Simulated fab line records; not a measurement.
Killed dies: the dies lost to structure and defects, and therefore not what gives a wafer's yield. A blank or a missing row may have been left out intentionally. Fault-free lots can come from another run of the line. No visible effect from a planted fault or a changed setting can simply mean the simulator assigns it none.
Code-filled problem report in 8D (eight disciplines) form | flow sky130 | the parts of the form that need people (team, actions taken, sign-off) are left out

1. THE PROBLEM
Mean of killedAtFrontEnd at SKY_PAD_OPEN_PROBE_99: 69 across 6 wafers in 2 lots; on wafers with no fault it is 15 (standard deviation 4.3). Measured from the usual mean, that is +13 standard deviations.
The first sign was on wafer L839.2 at day 50 11:35, on prober-02. The record holds 6 wafers of 2 lots with a number at this step. Rule for "out", or "out of limits": more than 4 standard deviations from the usual mean. Any other wafer with a number is counted as sound.

2. WHAT IT IS; WHAT IT IS NOT
question                    | is                     | is not
which readings at this step | killedAtFrontEnd       | killed_at_M4_up, killedAtContacts, killedAtOther, killedShort
which lots                  | L839, L841             | -
which wafers of those lots  | all that have a number | -
read on which tools         | prober-02              | -
when                        | from day 50 11:35      | up to then (0 sound wafers)

3. SUSPECTS, AND WHAT RULES EACH OUT
Counting: any tool at a process step up to the reading is kept as a suspect provided that every lot that is out went through it and no sound lot did after the first of them.
- wetBench-03 at SKY_GATE_OXIDE_CLEAN_00 (cleans in SC1/SC2, time 150 s): kept. It ran every lot that is out, first L839 (day 19 12:13), and no sound lot after that.
- plasmaAsher-01 at SKY_METAL3_STRIP_19 (strips in O2/N2): kept. It ran every lot that is out, first L839 (day 44 09:36), and no sound lot after that.
- cmp-01 at SKY_VIA3_CMP_02 (polishes SiO2): kept. It ran every lot that is out, first L839 (day 44 10:28), and no sound lot after that.
- prober-02 at SKY_PAD_OPEN_PROBE_99: kept. It ran every lot that is out, first L839 (day 50 11:35), and no sound lot after that. Its own readings are out on those wafers: killedAtFrontEnd.
Left after counting: wetBench-03 at SKY_GATE_OXIDE_CLEAN_00, plasmaAsher-01 at SKY_METAL3_STRIP_19, cmp-01 at SKY_VIA3_CMP_02, prober-02 at SKY_PAD_OPEN_PROBE_99.

4. THE CAUSE (what the simulator had put in)
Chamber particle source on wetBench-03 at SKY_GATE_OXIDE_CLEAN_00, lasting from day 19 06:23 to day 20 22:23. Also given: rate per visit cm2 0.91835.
Counting left 4 suspects, and this tool is among them.

5. THE CHAIN OF EFFECTS, in route order
One row per reading whose mean, taken over the struck wafers that have a number, lies over 3 standard deviations from the usual. Scope: only readings with a usual standard deviation given in the record; hours: median across lots of the time from each lot's start at the first step in this table that gives one to its start at this step; sigmas: change in usual standard deviations.
hours | step                  | reading          | usual | on struck wafers | change | sigmas
0     | SKY_PAD_OPEN_PROBE_99 | killedAtFrontEnd | 15    | 69               | +54    | +13
0     | SKY_PAD_OPEN_PROBE_99 | killedDies       | 87    | 141              | +54    | +4.9
Its process steps:
- SKY_PAD_OPEN_PROBE_99

6. HOW IT WOULD HAVE BEEN CAUGHT EARLIER
In this record no reading fell out of limits until day 50 11:35, 749 hours after the fault had begun at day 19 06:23.
The start of SKY_GATE_OXIDE_CLEAN_00 on wetBench-03 came by day 50 11:35 for every one of the lots that are out (2). None of them would have been spared by holding the tool at that moment.
